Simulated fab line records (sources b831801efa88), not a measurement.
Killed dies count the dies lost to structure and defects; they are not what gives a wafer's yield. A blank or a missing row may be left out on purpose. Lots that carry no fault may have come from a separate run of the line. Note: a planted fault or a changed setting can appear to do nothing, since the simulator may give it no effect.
Problem report in the 8D (eight disciplines) form, filled by code || flow gf180mcu || the parts of the form that need people (team, actions taken, sign-off) are left out

== 1. PROBLEM STATEMENT ==
PASSIVATION_CVD_00_THK at GF_PASSIVATION_THK_MEAS_01 reads a mean of 946 nm on 2 wafers of 2 lots; wafers without a fault read 1001 nm with a standard deviation of 12. That is -4.6 standard deviations from the usual mean.
First observed at day 32 02:05: wafer L173.5, on film metro-02. Wafers with a number at this step in the record: 39, from 13 lots. Rule for "out" (also "out of limits"): further than 4 standard deviations from the usual mean. The rest of the wafers with a number are treated as sound.

== 2. WHAT IT IS, WHAT IT ISN'T ==
{"question": "which readings at this step", "is": "PASSIVATION_CVD_00_THK", "is not": "-"}
{"question": "which lots", "is": "L173, L176", "is not": "L163, L164, L165, L167, L168, L170, L171, L172, L182, L183, L184"}
{"question": "which wafers of those lots", "is": "L173.5, L176.5", "is not": "L173.1, L173.6, L176.1, L176.4"}
{"question": "read on which gauges", "is": "film metro-01, film metro-02", "is not": "film metro-04"}
{"question": "when", "is": "from day 32 02:05", "is not": "up to then (26 sound wafers); but 11 sound wafers of L176, L182, L183, L184 came after"}

== 3. WHAT RULES OUT EACH SUSPECT ==
Counting: any tool at a process step up to the reading remains a suspect provided it ran every lot that is out. Sound lots after the first of them don't rule it out here, since some wafers of a struck lot are sound.
- ruled out: the gauge at GF_PASSIVATION_THK_MEAS_01. Those wafers that are out were read across 2 gauges (film metro-01, film metro-02).
- pvd sputter-01 at GF_V4_SPUTTER_21 (material Ti, target thk 15 nm, time 80.02 s): kept. It processed each lot that is out (first: L173, day 28 20:55); up to then, its last sound lot is L171 (day 27 16:37).
- pecvd-03 at GF_PASSIVATION_CVD_00 (deposits SiO2 from TEOS, target thk 1000 nm, time 111.95 s): kept. It processed each lot that is out (first: L173, day 32 02:01); up to then, its last sound lot is L172 (day 31 15:02).
Left after counting: pvd sputter-01 at GF_V4_SPUTTER_21, pecvd-03 at GF_PASSIVATION_CVD_00.

== 4. THE CAUSE (what the simulator had put in) ==
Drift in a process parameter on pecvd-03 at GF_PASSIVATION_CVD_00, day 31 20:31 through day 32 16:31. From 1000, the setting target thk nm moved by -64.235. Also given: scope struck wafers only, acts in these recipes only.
This tool is one of the 2 suspects left after counting.

== 5. SEQUENCE OF EFFECTS, ordered by route ==
Each row: a reading where the mean over the struck wafers with a number is more than 3 standard deviations away from the usual. Readings are gone through only where the record gives a usual standard deviation; hours: the median, over the lots, of the time from a lot's start at the first step in this table giving one to that lot's start at this step; sigmas: the change measured in usual standard deviations.
{"hours": 0, "step": "GF_PASSIVATION_THK_MEAS_01", "reading": "PASSIVATION_CVD_00_THK", "usual": "1001 nm", "on struck wafers": 946, "change": -56, "sigmas": -4.6}

== 6. WHAT WOULD HAVE CAUGHT IT SOONER ==
6 hours passed between the start of the fault at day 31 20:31 and the first reading out of limits at a measuring or inspecting step in this record, taken at day 32 02:05.
Of the tool readings at GF_PASSIVATION_CVD_00 for which the record gives a usual standard deviation, none was out on any struck wafer, so an alarm limit of 4 standard deviations on them would not have fired.
Lots out: 2; of these, L176 started GF_PASSIVATION_CVD_00 on pecvd-03 after day 32 02:05. A hold on the tool at that time would have spared it.
